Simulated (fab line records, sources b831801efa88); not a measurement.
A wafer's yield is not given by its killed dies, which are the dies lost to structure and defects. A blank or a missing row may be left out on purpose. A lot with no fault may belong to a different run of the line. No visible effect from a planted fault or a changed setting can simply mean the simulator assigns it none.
Comparing a struck lot with a sound one -- flow sky130 -- 14 steps out of a route of 708
Sound: wafers L777.2, L777.3, L777.6. Wafers struck: L763.1, L763.3, L763.4. The cause comes at the end.
Each step with rows lists, per side, the tool, then ch with its chambers, then its first start. Under that, the readings that differ: sound wafers -- struck wafers -- difference of the means -- sigmas: that difference in standard deviations of wafers without a fault.
alike: words and numbers the same on both sides, and readings whose means are apart by under 2 such deviations; not compared: readings that were withheld, readings missing a value for some wafer, numbers with overlapping values and no deviation given by the record, and bounds like >300 which may hide the same value.
A row with sigmas, a row that says differs or no value, or rows on one side alone: a step with any of these is where the two part. Non-overlapping numbers with no deviation appear without sigmas and do not part them. A reading missing from all wafers of one side parts the sides only when that side holds two or more wafers.

first, 1 step without rows for these wafers: SKY_CAPM_DEVELOP_11 (develop time 60 s).
SKY_CAPM_OVL_MEAS_12:
  sound on overlay-02 at day 43 11:35; struck on overlay-02 at day 39 11:34
  alike: CAPM_OVL
SKY_CAPM_METAL_ETCH_13: etches TiN in Cl2/BCl3, stops on SiO2, target depth 220 nm, time 62.9 s.
  sound on rie_metal-03 ch 0,1, day 43 11:37; struck on rie_metal-03 ch 0,1, day 39 11:37
  alike: chamber_pressure_mTorr, drypump_motor_current_A, oes_product_au, throttle_valve_pct
  not compared: rf_hours_counter_h
SKY_CAPM_STRIP_14: strips in O2/N2.
  sound on plasma_asher-02 ch 0,1, day 43 11:41; struck on plasma_asher-02 ch 0,1, day 39 11:41
  alike: chamber_pressure_mTorr, drypump_motor_current_A, oes_product_au, strip_time_to_endpoint_s
  not compared: rf_hours_counter_h
then, 8 steps without rows for these wafers: SKY_CAPM_STRIP_15 (strips in post etch residue remover, time 1200 s); SKY_CAPM_CLEAN_16 (cleans in IPA, time 180 s); SKY_CAPM_CLEAN_17 (cleans in O3/DIW); SKY_METAL3_DEHYDRATE_05 (time 60 s); SKY_METAL3_HMDS_06 (prime time 60 s); SKY_METAL3_COAT_07 (resist thk 60 nm); SKY_METAL3_COAT_08 (resist thk 1140 nm); SKY_METAL3_SOFTBAKE_09 (time 90 s).
SKY_METAL3_EXPOSE_10: exposes mask MM3, target cd 300 nm.
  struck on krf_scanner-02, day 40 00:48; sound on krf_scanner-01 ch 0, day 44 00:02
  no value came back on the struck wafers for exposure_dose_mJ_cm2, focus_offset_nm (nm), reticle_temp_C (C); on the sound wafers exposure_dose_mJ_cm2 reads 27.999 28.032 27.993
  alike: mask
next, for these wafers, 1 step has no rows: SKY_METAL3_PEB_11.

WHERE THEY PART
Only at SKY_METAL3_EXPOSE_10, within this record.

WHY: what had been put in by the simulator
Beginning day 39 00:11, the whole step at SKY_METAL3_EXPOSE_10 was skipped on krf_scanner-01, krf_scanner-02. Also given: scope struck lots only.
